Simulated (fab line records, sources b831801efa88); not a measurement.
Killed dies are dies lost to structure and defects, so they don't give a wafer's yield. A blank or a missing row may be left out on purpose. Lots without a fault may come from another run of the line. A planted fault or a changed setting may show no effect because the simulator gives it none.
fab line records | flow sky130
record lots=7 wafers=21 last_day=51
route steps=708 shown METAL1@446 VIA1@458 PAD_OPEN@708
lots that met no fault: from a run of the same line without faults
start_h: hours from the record's first day to the start of the lot's first wafer shown | wait_h: hours since the lot's step before | " the same as in the row above | L1.1+2: a row that stands for several wafers | - no value, or no start given | * or withheld: withheld | < > ~ a bound
route shown NAME@n: a module of which the file shows steps, and the number in the route of the first | usual: mean/standard deviation of fault-free wafers | same: alike in all rows | chamber/n: place in a boat | sites: the reading at each site | _std_site: their standard deviation | _edge_site: outer sites' mean less inner sites' | radius_mm: how far each site lies from the wafer's centre | mask NAME#n: copy n | behind: the tool/chamber that last shaped the wafer | hold: why the lot was held/for how many hours/how that ended | device: the transistor (n, p or np) that didn't switch | end of line: the same wafers' tests at the end of the route | a step without rows: its recipe alone | killed: dies lost to structure and defects at the first sort, not the wafer's yield | map: a wafer's dies, x killed, . not, _ none there
set.NAME: the setting as run; set.NAME@STEP: as run at that earlier step | model.NAME: the simulator's own value behind a step, which no gauge read
lots at some steps of the route; a table a step, a row a wafer
services: from which hour (start_h, from the record's first day; less than 0 if before it) a tool's chamber was out of use, for how many hours, and why
## steps
# step SKY_METAL1_EXPOSE_12
# recipe mask_id=MM1 na=0.8 source_shape=annular sigma_inner=0.55 sigma_outer=0.85 target_cd_nm=140 dose_mj=28
# step SKY_METAL1_PEB_13
# recipe peb_temp_c=withheld peb_time_s=withheld resist=KrF-thick
# step SKY_METAL1_DEVELOP_14
# recipe develop_time_s=60 resist=KrF-thick dev_temp_c=21
# step SKY_METAL1_CD_MEAS_15
# recipe target_cd_nm=140
# usual cd_nm=140.4/1.5
# columns lot.wafer tool chamber start_h wait_h cd_nm
L433.1 cd_sem-02 - 844.05 - 142.1
L433.4 " - " " 139.9
L433.5 " - " " 140.7
L436.2 cd_sem-01 - 869.00 - 142.7
L436.4 " - " " 141.1
L436.5 " - " " 142.0
L437.1 cd_sem-02 - 871.68 - 139.4
L437.3 " - " " 139.0
L437.5 " - " " 139.8
L438.3 cd_sem-02 - 883.79 - 139.0
L438.4 " - " " 139.1
L438.6 " - " " 138.4
L444.2 cd_sem-02 - 922.21 - 140.8
L444.3 " - " " 138.6
L444.6 " - " " 140.5
L445.1 cd_sem-01 - 925.80 - 143.6
L445.4 " - " " 141.7
L445.5 " - " " 144.3
L448.3 cd_sem-01 - 943.23 - 142.1
L448.4 " - " " 142.3
L448.5 " - " " 143.1
# step SKY_METAL1_OVL_MEAS_16
# usual METAL1_OVL=2/5.4
# columns lot.wafer tool chamber start_h wait_h METAL1_OVL[nm]
L433.1 overlay-01 - 844.17 0.1 -5
L433.4 " - " " -2
L433.5 " - " " 7
L436.2 overlay-01 - 869.11 0.1 5
L436.4 " - " " -3
L436.5 " - " " 3
L437.1 overlay-02 - 871.80 0.1 3
L437.3 " - " " 2
L437.5 " - " " 3
L438.3 overlay-01 - 883.88 0.1 9
L438.4 " - " " 8
L438.6 " - " " 8
L444.2 overlay-01 - 922.31 0.1 0
L444.3 " - " " -4
L444.6 " - " " 7
L445.1 overlay-02 - 925.92 0.1 4
L445.4 " - " " 1
L445.5 " - " " -2
L448.3 overlay-01 - 943.32 0.1 13
L448.4 " - " " -5
L448.5 " - " " 5
# step SKY_METAL1_DESCUM_17
# recipe chemistry=O2 source_power_w=150 bias_power_w=0 pressure_mtorr=10 temp_c=40 time_s=8
# usual drypump_motor_current_A=5.8/0.42 oes_product_au=0.998/0.0079
# columns lot.wafer tool chamber start_h wait_h drypump_motor_current_A oes_product_au rf_hours_counter_h
L433.1 rie_metal-02 0 844.21 0.0 5.3 0.988 2
L433.4 " 0 " " 5.3 0.987 -
L433.5 " 1 " " 6.3 1.004 -
L436.2 rie_metal-03 0 869.14 0.0 5.5 1.003 7
L436.4 " 0 " " 5.5 0.997 -
L436.5 " 0 " " 5.5 1.006 -
L437.1 rie_metal-04 1 871.84 0.0 5.9 1.001 1
L437.3 " 0 " " 5.5 0.996 -
L437.5 " 1 " " 5.8 1.010 -
L438.3 rie_metal-04 0 883.92 0.0 5.6 1.003 -
L438.4 " 1 " " 5.8 1.009 -
L438.6 " 1 " " 5.9 1.002 -
L444.2 rie_metal-02 1 922.34 0.0 6.3 1.012 10
L444.3 " 1 " " 6.3 0.995 -
L444.6 " 0 " " 5.4 1.007 -
L445.1 rie_metal-02 0 925.96 0.0 5.4 0.993 5
L445.4 " 1 " " 6.3 1.007 -
L445.5 " 0 " " 5.3 0.997 -
L448.3 rie_metal-04 0 943.35 0.0 5.5 0.985 -
L448.4 " 1 " " 5.8 1.005 -
L448.5 " 1 " " 5.9 0.990 -
# step SKY_METAL1_ETCH_18
# recipe chemistry=N2/H2 target=BARC ion_energy_ev=200 bias_w=100 pressure_mtorr=30 n2_flow_sccm=100 h2_flow_sccm=200 icp_w=500 stop_on=SiO2 time_s=45.9 target_depth_a=600
# usual drypump_motor_current_A=5.8/0.42 oes_product_au=0.854/0.0052 throttle_valve_pct=13.226/0.01
# columns lot.wafer tool chamber start_h wait_h drypump_motor_current_A oes_product_au rf_hours_counter_h throttle_valve_pct
L433.1 rie_metal-02 0 844.24 0.0 5.4 0.851 2 13.223
L433.4 " 0 " " 5.4 0.868 - 13.217
L433.5 " 1 " " 6.3 0.851 - 13.232
L436.2 rie_metal-03 0 869.17 0.0 5.5 0.856 7 13.226
L436.4 " 0 " " 5.5 0.853 - 13.230
L436.5 " 0 " " 5.5 0.851 - 13.215
L437.1 rie_metal-04 1 871.87 0.0 5.8 0.856 1 13.229
L437.3 " 0 " " 5.6 0.851 - 13.253
L437.5 " 1 " " 5.9 0.859 - 13.242
L438.3 rie_metal-04 0 883.96 0.0 5.5 0.843 - 13.222
L438.4 " 1 " " 5.9 0.851 - 13.222
L438.6 " 1 " " 5.8 0.855 - 13.208
L444.2 rie_metal-02 1 922.37 0.0 6.4 0.853 10 13.230
L444.3 " 1 " " 6.3 0.855 - 13.235
L444.6 " 0 " " 5.4 0.864 - 13.223
L445.1 rie_metal-02 0 925.99 0.0 5.3 0.853 5 13.231
L445.4 " 1 " " 6.3 0.851 - 13.228
L445.5 " 0 " " 5.3 0.862 - 13.230
L448.3 rie_metal-04 0 943.39 0.0 5.5 0.852 - 13.235
L448.4 " 1 " " 5.9 0.858 - 13.206
L448.5 " 1 " " 5.9 0.849 - 13.230
# step SKY_METAL1_METAL_ETCH_19
# recipe target_depth_a=3600 stop_on=SiO2 over_etch_frac=0.3 time_s=74.4 chemistry=Cl2/BCl3 resist_sidewall_deg=88 pressure_mtorr=10 icp_w=900 bias_w=48.5 Cl2_flow_sccm=60 bcl3_flow_sccm=30
# usual drypump_motor_current_A=5.8/0.42 oes_product_au=0.879/0.0059 throttle_valve_pct=22.264/0.0085
# columns lot.wafer tool chamber start_h wait_h drypump_motor_current_A oes_product_au rf_hours_counter_h throttle_valve_pct
L433.1 rie_metal-02 0 844.30 0.0 5.3 0.879 2 22.265
L433.4 " 0 " " 5.4 0.884 - 22.258
L433.5 " 1 " " 6.3 0.877 - 22.280
L436.2 rie_metal-03 0 869.24 0.0 5.5 0.875 7 22.259
L436.4 " 0 " " 5.5 0.872 - 22.277
L436.5 " 0 " " 5.5 0.881 - 22.264
L437.1 rie_metal-04 1 871.94 0.0 5.9 0.889 1 22.269
L437.3 " 0 " " 5.5 0.878 - 22.249
L437.5 " 1 " " 5.9 0.886 - 22.274
L438.3 rie_metal-04 0 884.03 0.1 5.6 0.876 - 22.248
L438.4 " 1 " " 5.8 0.869 - 22.256
L438.6 " 1 " " 5.8 0.876 - 22.254
L444.2 rie_metal-02 1 922.44 0.0 6.3 0.874 10 22.266
L444.3 " 1 " " 6.3 0.873 - 22.275
L444.6 " 0 " " 5.4 0.879 - 22.262
L445.1 rie_metal-02 0 926.05 0.0 5.4 0.893 5 22.256
L445.4 " 1 " " 6.3 0.882 - 22.270
L445.5 " 0 " " 5.4 0.882 - 22.264
L448.3 rie_metal-04 0 943.47 0.1 5.5 0.881 - 22.279
L448.4 " 1 " " 5.9 0.883 - 22.260
L448.5 " 1 " " 5.8 0.878 - 22.261
# step SKY_METAL1_STRIP_20
# recipe chemistry=O2/N2 power_w=1400 pressure_mtorr=1500 platen_temp_c=withheld o2_flow_sccm=3000 n2_flow_sccm=300 overash_fraction=0.5
# usual drypump_motor_current_A=5.9/0.67 oes_product_au=0.348/0.0047 strip_time_to_endpoint_s=2.82/0.036
# columns lot.wafer tool chamber start_h wait_h drypump_motor_current_A oes_product_au rf_hours_counter_h strip_time_to_endpoint_s
L433.1 plasma_asher-04 1 844.39 0.1 5.4 0.353 42 2.87
L433.4 " 0 " " 5.8 0.353 - 2.89
L433.5 " 1 " " 5.4 0.348 - 2.82
L436.2 plasma_asher-04 0 869.33 0.1 5.8 0.344 44 2.79
L436.4 " 1 " " 5.4 0.356 - 2.81
L436.5 " 1 " " 5.4 0.349 - 2.79
L437.1 plasma_asher-01 1 872.03 0.1 6.6 0.351 13 2.77
L437.3 " 1 " " 6.6 0.353 - 2.79
L437.5 " 1 " " 6.6 0.349 - 2.77
L438.3 plasma_asher-01 1 884.12 0.1 6.7 0.348 - 2.84
L438.4 " 0 " " 5.8 0.343 - 2.80
L438.6 " 1 " " 6.7 0.352 - 2.77
L444.2 plasma_asher-01 0 922.53 0.1 5.8 0.345 19 2.79
L444.3 " 1 " " 6.6 0.343 - 2.78
L444.6 " 1 " " 6.6 0.350 - 2.83
L445.1 plasma_asher-02 1 926.14 0.1 6.6 0.352 79 2.78
L445.4 " 1 " " 6.6 0.349 - 2.80
L445.5 " 0 " " 4.8 0.356 - 2.81
L448.3 plasma_asher-04 1 943.56 0.1 5.4 0.352 - 2.90
L448.4 " 0 " " 5.8 0.344 - 2.83
L448.5 " 0 " " 5.8 0.344 - 2.84
# step SKY_METAL1_STRIP_21
# recipe chemistry=post_etch_residue_remover time_s=1200 temp_c=72.5
# step SKY_METAL1_CLEAN_22
# recipe chemistry=IPA time_s=180 temp_c=25
# step SKY_METAL1_CLEAN_23
# recipe chemistry=O3/DIW dry=n2_spin
# step SKY_VIA1_HDPCVD_00
# recipe material=SiO2 target_thk_nm=1030 sigma_open_frac=0.3 time_s=171.7 temp_c=400 sih4_flow_sccm=60 pressure_mtorr=6
# usual sih4_flow_sccm=60.01/0.18
# columns lot.wafer tool chamber start_h wait_h sih4_flow_sccm model.SiO2_of_VIA1_HDPCVD_00.thk_nm
L433.1 hdpcvd-02 1 844.99 0.0 60.43 1031
L433.4 " 1 " " 60.04 1036
L433.5 " 0 " " 59.90 1038
L436.2 hdpcvd-02 2 869.92 0.0 59.82 1018
L436.4 " 0 " " 60.09 1038
L436.5 " 2 " " 60.19 1027
L437.1 hdpcvd-01 0 872.62 0.0 60.32 1037
L437.3 " 2 " " 60.14 1025
L437.5 " 0 " " 60.16 1042
L438.3 hdpcvd-02 0 884.68 0.0 60.25 1028
L438.4 " 0 " " 60.14 1020
L438.6 " 2 " " 59.86 1011
L444.2 hdpcvd-02 2 923.19 0.0 59.80 1028
L444.3 " 0 " " 90.17 1552
L444.6 " 1 " " 60.00 1021
L445.1 hdpcvd-02 1 927.24 0.0 59.96 1019
L445.4 " 2 " " 60.01 1025
L445.5 " 0 " " 89.97 1550
L448.3 hdpcvd-02 2 944.21 0.0 59.78 1021
L448.4 " 1 " " 60.12 1016
L448.5 " 0 " " 89.97 1558
# step SKY_VIA1_THK_MEAS_01
# recipe reads=SiO2_of_VIA1_HDPCVD_00
# usual VIA1_HDPCVD_THK=1028/11
# columns lot.wafer tool chamber start_h wait_h VIA1_HDPCVD_THK[nm]
L433.1 film_metro-04 - 845.10 0.1 1030
L433.4 " - " " 1036
L433.5 " - " " 1037
L436.2 film_metro-04 - 870.04 0.1 1018
L436.4 " - " " 1038
L436.5 " - " " 1026
L437.1 film_metro-03 - 872.73 0.1 1038
L437.3 " - " " 1026
L437.5 " - " " 1042
L438.3 film_metro-01 - 884.81 0.1 1028
L438.4 " - " " 1020
L438.6 " - " " 1012
L444.2 film_metro-04 - 923.31 0.1 1028
L444.3 " - " " 1552
L444.6 " - " " 1021
L445.1 film_metro-04 - 927.36 0.1 1019
L445.4 " - " " 1025
L445.5 " - " " 1551
L448.3 film_metro-04 - 944.34 0.1 1021
L448.4 " - " " 1015
L448.5 " - " " 1558
# step SKY_VIA1_CMP_02
# recipe material=SiO2 down_force_psi=4 platen_rpm=60 pad_velocity_m_s=0.94248
# usual head_pressure_psi=4.001/0.0089 motor_current_A=12.2/0.87 slurry_flow_ml_min=150.0/0.51
# columns lot.wafer tool chamber start_h wait_h head_pressure_psi motor_current_A slurry_flow_ml_min
L433.4 cmp-01 3 845.16 0.0 4.018 12.6 150.1
L433.1 " 0 " " 4.002 12.5 149.9
L433.5 " 3 " " 4.007 12.1 150.5
L436.4 cmp-02 3 870.09 0.0 4.008 13.2 149.7
L436.2 " 1 " " 3.996 12.4 150.8
L436.5 " 3 " " 4.003 13.6 150.3
L437.3 cmp-02 2 872.79 0.0 4.005 10.7 150.4
L437.1 " 0 " " 4.003 11.5 149.7
L437.5 " 3 " " 4.001 13.3 151.1
L438.4 cmp-02 2 884.90 0.1 3.996 10.6 150.5
L438.3 " 3 " " 3.997 13.2 149.4
L438.6 " 2 " " 4.000 10.8 149.8
L444.3 cmp-02 0 923.46 0.1 4.006 12.3 148.9
L444.2 " 1 " " 3.996 12.7 149.7
L444.6 " 2 " " 4.003 10.7 150.4
L445.4 cmp-01 3 927.42 0.0 3.986 12.0 149.7
L445.1 " 0 " " 3.999 12.2 149.7
L445.5 " 3 " " 4.006 12.1 149.9
L448.3 cmp-01 2 944.43 0.1 4.001 12.5 150.2
L448.4 " 3 " " 4.003 13.2 149.8
L448.5 " 2 " " 4.010 12.2 151.0
# step SKY_PAD_OPEN_PROBE_99
# usual defect_limited_yield=82.5/1.9 killed_at_M0_to_M3=43/6.4 killed_at_M4_up=3.3/1.9 killed_at_contacts=24/5.7 killed_at_front_end=15/4.7 killed_at_other=0.3/0.48 killed_dies=86/9.2 killed_open=47/7 killed_short=39/6.5 sort_bin_3_pad_short=0.8/0.38 sort_bin_5_function=10.3/1.4 sort_bin_6_memory=6.3/1.1 sort_n_pass=406/9.2 sort_yield_pct=82.5/1.9
# same gross_dies=492 killed_at_back_side=0 sort_bin_4_leakage[%]=0 sort_bin_8_speed[%]=0
# columns lot.wafer tool chamber start_h wait_h defect_limited_yield[%] killed_at_M0_to_M3 killed_at_M4_up killed_at_contacts killed_at_front_end killed_at_other killed_dies killed_open killed_short sort_bin_3_pad_short[%] sort_bin_5_function[%] sort_bin_6_memory[%] sort_n_pass sort_yield_pct[%]
L433.1 prober-01 - 1151.83 0.1 82.3 45 1 27 13 1 87 48 39 0.8 10.4 6.5 405 82.3
L433.4 prober-01 - 1151.98 0.2 81.7 50 1 27 11 1 90 43 47 1.0 10.8 6.5 402 81.7
L433.5 prober-01 - 1152.03 0.2 83.3 46 0 26 10 0 82 45 37 1.0 8.3 7.3 410 83.3
L436.2 prober-02 - 1169.54 0.1 81.9 53 3 23 10 0 89 54 35 1.6 10.6 5.9 403 81.9
L436.4 prober-02 - 1169.64 0.2 83.3 38 2 25 17 0 82 48 34 1.2 10.4 5.1 410 83.3
L436.5 prober-02 - 1169.69 0.2 82.3 43 2 28 14 0 87 54 33 0.8 11.8 5.1 405 82.3
L437.1 prober-01 - 1173.87 0.1 82.1 40 4 28 16 0 88 52 36 0.4 10.0 7.5 404 82.1
L437.3 prober-01 - 1173.97 0.2 83.5 38 4 20 19 0 81 45 36 1.4 10.4 4.7 411 83.5
L437.5 prober-01 - 1174.07 0.2 82.5 39 5 32 10 0 86 42 44 1.4 9.8 6.3 406 82.5
L438.3 prober-02 - 1177.92 0.2 83.9 44 4 24 6 1 79 40 39 1.2 10.6 4.3 413 83.9
L438.4 prober-02 - 1177.97 0.2 84.1 45 3 20 10 0 78 37 41 1.2 7.7 6.9 414 84.1
L438.6 prober-02 - 1178.07 0.2 83.1 35 4 22 22 0 83 43 40 0.4 9.6 6.9 409 83.1
L444.2 prober-02 - 1203.86 0.1 82.3 42 4 30 10 1 87 45 42 0.4 10.8 6.5 405 82.3
L444.3 prober-02 - 1203.91 0.2 82.9 43 2 26 13 0 84 56 28 0.6 10.4 6.1 408 82.9
L444.6 prober-02 - 1204.06 0.2 82.3 43 4 34 6 0 87 54 33 1.4 10.8 5.5 405 82.3
L445.1 prober-01 - 1205.06 0.1 83.5 38 3 22 18 0 81 40 41 0.6 10.0 5.9 411 83.5
L445.4 prober-01 - 1205.21 0.2 83.1 43 1 28 11 0 83 50 32 0.4 10.0 6.5 409 83.1
L445.5 prober-01 - 1205.26 0.2 85.4 36 4 16 15 1 72 37 33 0.2 9.1 5.3 420 85.4
L448.3 prober-02 - 1215.18 0.2 83.1 43 4 20 15 1 83 42 39 1.2 10.4 5.3 409 83.1
L448.4 prober-02 - 1215.23 0.2 85.2 34 0 27 12 0 73 39 33 0.4 9.1 5.3 419 85.2
L448.5 prober-02 - 1215.28 0.2 82.7 47 5 21 12 0 85 58 27 0.6 11.2 5.5 407 82.7
# killed by level:class
L433.1 VIA1:geometric_particle:open=14 LOCAL_INTERCONNECT:geometric_particle:short=8 CONTACT:geometric_particle:open=7 VIA1:geometric_particle:short=6 VIA3:geometric_particle:short=6 FIELD_ISO:geometric_particle:open=5 VIA3:geometric_particle:open=5 LI_CONTACT:geometric_particle:open=5
L433.4 CONTACT:geometric_particle:open=11 LI_CONTACT:geometric_particle:open=7 VIA1:geometric_particle:short=7 VIA2:geometric_particle:open=6 VIA1:geometric_particle:open=6 METAL1:geometric_particle:short=6 METAL2:geometric_particle:short=5 VIA2:geometric_particle:short=5
L433.5 VIA2:geometric_particle:open=9 CONTACT:geometric_particle:open=8 VIA1:geometric_particle:open=8 VIA3:geometric_particle:open=7 LI_CONTACT:geometric_particle:open=5 CONTACT:geometric_particle:short=5 VIA1:geometric_particle:short=5 LI_CONTACT:geometric_particle:short=4
L436.2 VIA1:geometric_particle:open=14 VIA1:geometric_particle:short=11 LI_CONTACT:geometric_particle:open=9 VIA2:geometric_particle:open=9 CONTACT:geometric_particle:open=8 VIA2:geometric_particle:short=4 VIA3:geometric_particle:open=4 FIELD_ISO:geometric_particle:short=3
L436.4 LI_CONTACT:geometric_particle:open=8 VIA2:geometric_particle:open=8 CONTACT:geometric_particle:open=7 VIA1:geometric_particle:open=7 FIELD_ISO:geometric_particle:open=6 VIA3:geometric_particle:open=6 VIA1:geometric_particle:short=5 METAL1:geometric_particle:short=4
L436.5 CONTACT:geometric_particle:open=12 VIA3:geometric_particle:open=11 VIA1:geometric_particle:open=7 VIA2:geometric_particle:open=7 LOCAL_INTERCONNECT:geometric_particle:short=6 VIA2:geometric_particle:short=6 LI_CONTACT:geometric_particle:open=5 FIELD_ISO:geometric_particle:open=4
L437.1 VIA1:geometric_particle:open=13 LI_CONTACT:geometric_particle:open=10 CONTACT:geometric_particle:open=8 METAL1:geometric_particle:short=7 FIELD_ISO:geometric_particle:open=6 CONTACT:geometric_particle:short=5 VIA3:geometric_particle:open=5 VIA1:geometric_particle:short=5
L437.3 CONTACT:geometric_particle:open=9 VIA1:geometric_particle:open=9 METAL1:geometric_particle:short=8 POLY_GATE:geometric_particle:open=6 FIELD_ISO:geometric_particle:short=5 METAL2:geometric_particle:short=5 POLY_GATE:geometric_particle:short=4 CONTACT:geometric_particle:short=4
L437.5 CONTACT:geometric_particle:open=13 VIA1:geometric_particle:open=9 CONTACT:geometric_particle:short=6 LI_CONTACT:geometric_particle:short=5 LI_CONTACT:geometric_particle:open=5 METAL1:geometric_particle:short=5 VIA1:geometric_particle:short=4 METAL2:geometric_particle:short=4
L438.3 VIA1:geometric_particle:open=10 VIA2:geometric_particle:open=7 METAL1:geometric_particle:short=6 METAL2:geometric_particle:short=6 CONTACT:geometric_particle:short=6 LI_CONTACT:geometric_particle:open=6 CONTACT:geometric_particle:open=6 LOCAL_INTERCONNECT:geometric_particle:short=4
L438.4 VIA1:geometric_particle:open=11 CONTACT:geometric_particle:open=6 METAL2:geometric_particle:short=6 METAL1:geometric_particle:short=5 METAL3:geometric_particle:short=5 FIELD_ISO:geometric_particle:open=4 VIA2:geometric_particle:open=4 LI_CONTACT:geometric_particle:open=4
L438.6 VIA1:geometric_particle:open=12 CONTACT:geometric_particle:open=10 POLY_GATE:geometric_particle:short=6 METAL1:geometric_particle:short=6 FIELD_ISO:geometric_particle:open=5 VIA2:geometric_particle:open=5 FIELD_ISO:geometric_particle:short=4 POLY_GATE:geometric_particle:open=4
L444.2 VIA1:geometric_particle:open=17 VIA1:geometric_particle:short=9 LOCAL_INTERCONNECT:geometric_particle:short=9 LI_CONTACT:geometric_particle:open=7 CONTACT:geometric_particle:open=6 CONTACT:geometric_particle:short=5 METAL1:geometric_particle:short=5 METAL2:geometric_particle:short=4
L444.3 VIA1:geometric_particle:open=15 LI_CONTACT:geometric_particle:open=10 CONTACT:geometric_particle:open=9 VIA3:geometric_particle:open=7 POLY_GATE:geometric_particle:short=5 VIA1:geometric_particle:short=4 CONTACT:geometric_particle:short=4 VIA3:geometric_particle:short=4
L444.6 CONTACT:geometric_particle:open=17 VIA1:geometric_particle:open=9 VIA3:geometric_particle:open=8 LI_CONTACT:geometric_particle:open=7 METAL2:geometric_particle:short=5 VIA3:geometric_particle:short=5 LOCAL_INTERCONNECT:geometric_particle:short=4 VIA1:geometric_particle:short=4
L445.1 CONTACT:geometric_particle:open=7 VIA3:geometric_particle:open=7 POLY_GATE:geometric_particle:open=6 METAL2:geometric_particle:short=6 POLY_GATE:geometric_particle:short=5 LI_CONTACT:geometric_particle:open=5 FIELD_ISO:geometric_particle:open=4 METAL1:geometric_particle:short=4
L445.4 VIA1:geometric_particle:open=11 CONTACT:geometric_particle:open=10 LI_CONTACT:geometric_particle:open=7 VIA3:geometric_particle:open=7 LI_CONTACT:geometric_particle:short=6 METAL2:geometric_particle:short=5 VIA2:geometric_particle:open=5 VIA1:geometric_particle:short=4
L445.5 VIA1:geometric_particle:open=8 CONTACT:geometric_particle:open=7 METAL2:geometric_particle:short=6 VIA2:geometric_particle:open=6 VIA3:geometric_particle:open=5 FIELD_ISO:geometric_particle:short=4 CONTACT:geometric_particle:short=4 METAL1:geometric_particle:short=4
L448.3 LI_CONTACT:geometric_particle:open=9 VIA1:geometric_particle:open=7 VIA3:geometric_particle:open=7 VIA2:geometric_particle:open=6 CONTACT:geometric_particle:short=5 METAL2:geometric_particle:short=5 FIELD_ISO:geometric_particle:short=4 CONTACT:geometric_particle:open=4
L448.4 VIA1:geometric_particle:open=10 CONTACT:geometric_particle:open=8 LI_CONTACT:geometric_particle:open=7 METAL2:geometric_particle:short=5 CONTACT:geometric_particle:short=5 VIA1:geometric_particle:short=5 VIA2:geometric_particle:open=4 LOCAL_INTERCONNECT:geometric_particle:short=3
L448.5 VIA1:geometric_particle:open=12 LI_CONTACT:geometric_particle:open=9 CONTACT:geometric_particle:open=8 VIA3:geometric_particle:open=8 VIA2:geometric_particle:open=8 METAL1:geometric_particle:open=5 METAL2:geometric_particle:short=5 FIELD_ISO:geometric_particle:open=4
## services
# columns tool chamber start_h hours kind
cmp-01 - 823.95 0.3 repair
plasma_asher-02 - 834.87 1.0 repair
rie_metal-04 1 836.68 - clean
rie_metal-04 1 836.68 17.0 scheduled_down
rie_metal-04 1 836.68 17.0 vent_cycle
plasma_asher-02 - 842.66 2.9 repair
rie_metal-03 - 843.60 0.9 repair
cmp-01 - 859.91 4.6 pm
rie_metal-04 0 892.00 - clean
rie_metal-04 0 892.00 26.6 scheduled_down
rie_metal-04 0 892.00 26.6 vent_cycle
plasma_asher-04 - 908.31 28.1 pm
cmp-02 - 912.29 4.0 pm
cmp-02 - 916.29 - consumable_replace:conditioner
cmp-02 - 916.29 - consumable_replace:pad
rie_metal-03 1 933.95 - clean
rie_metal-03 1 933.95 16.7 scheduled_down
rie_metal-03 1 933.95 16.7 vent_cycle
## key
first_sign step=SKY_VIA1_HDPCVD_00 reading=sih4_flow_sccm direction=up sigmas=99+ usual=60.01 struck=90.04
effect step=SKY_VIA1_THK_MEAS_01 reading=VIA1_HDPCVD_THK direction=up sigmas=48 usual=1028 struck=1554
model_effect step=SKY_VIA1_HDPCVD_00 value=SiO2_of_VIA1_HDPCVD_00.thk_nm without=1038 struck=1553
met_at SKY_VIA1_HDPCVD_00
struck_wafers L444.3,L445.5,L448.5
onset_between 884.68 923.19
fault kind=process_parameter_drift tool=hdpcvd-02 chamber=0 onset_h=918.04 steps=SKY_VIA1_HDPCVD_00 channel=sih4_flow_sccm offset=30 shape=step end_h=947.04 acts_in=these_recipes_only stated=60
